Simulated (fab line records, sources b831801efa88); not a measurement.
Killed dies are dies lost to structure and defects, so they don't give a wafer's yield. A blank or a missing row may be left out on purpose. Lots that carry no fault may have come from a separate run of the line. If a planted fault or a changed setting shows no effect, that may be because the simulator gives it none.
Problem report, 8D (eight disciplines) form, completed by code / flow sky130 / the parts of the form that need people (team, actions taken, sign-off) are left out

1. WHAT WENT WRONG
developer_temp_C at SKY_LDD_HVP_DEVELOP_06 reads a mean of 22.05 C on 6 wafers of 2 lots; wafers without a fault read 23.00 C with a standard deviation of 0.12. Relative to the usual mean, that is a shift of -7.9 standard deviations.
The step: develop time 57.28 s.
The first sign was on wafer L143.1 at day 28 01:34, on litho_track-02. At this step, 18 wafers from 6 lots have a number in the record. The rule behind "out" and "out of limits": a value lying over 4 standard deviations away from the usual mean. The rest of the wafers with a number are treated as sound.

2. WHAT IT IS, WHAT IT ISN'T
question=which readings at this step | is=developer_temp_C | is not=-
question=which lots | is=L143, L145 | is not=L131, L134, L146, L147
question=which wafers of those lots | is=all that have a number | is not=-
question=read on which tools | is=litho_track-02 | is not=litho_track-01
question=when | is=from day 28 01:34 | is not=up to then (6 sound wafers); but 6 sound wafers of L146, L147 came after

3. THE SUSPECTS, EACH WITH WHAT RULES IT OUT
Counting: a tool at a process step up to the reading stays a suspect if it ran every lot that is out and no sound lot after the first of them.
- litho_track-02 at SKY_LDD_HVP_DEVELOP_06 (develop time 57.28 s): kept. All lots that are out passed through it, beginning with L143 at day 28 01:34, and no sound lot followed; its final sound lot before that point was L134 at day 25 06:01. Out on those wafers are its own readings of developer_temp_C.
After counting, what remains is litho_track-02 at SKY_LDD_HVP_DEVELOP_06.

4. THE CAUSE (what the simulator had put in)
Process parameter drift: litho_track-02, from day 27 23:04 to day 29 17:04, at SKY_LDD_HVP_DEVELOP_06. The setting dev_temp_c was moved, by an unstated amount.
Counting left only this tool.

5. SEQUENCE OF EFFECTS, ordered by route
Each row: a reading where the mean over the struck wafers with a number is more than 3 standard deviations away from the usual. Scope: only readings with a usual standard deviation given in the record; hours: median across lots of the time from each lot's start at the first step in this table that gives one to its start at this step; sigmas: change in usual standard deviations.
hours=0; step=SKY_LDD_HVP_DEVELOP_06; reading=developer_temp_C; usual=23.00 C; on struck wafers=22.05; change=-0.95; sigmas=-7.9
Its process steps:
- SKY_LDD_HVP_DEVELOP_06: develop time 57.28 s.
Later steps that measure or inspect, where all struck wafers having a row at the step show a number for every such reading and not one has moved that far: SKY_LDD_HVP_OVL_MEAS_07.

6. HOW IT WOULD HAVE BEEN CAUGHT EARLIER
In this record the first reading out of limits was taken at day 28 01:34, 2 hours after the fault began at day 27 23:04.
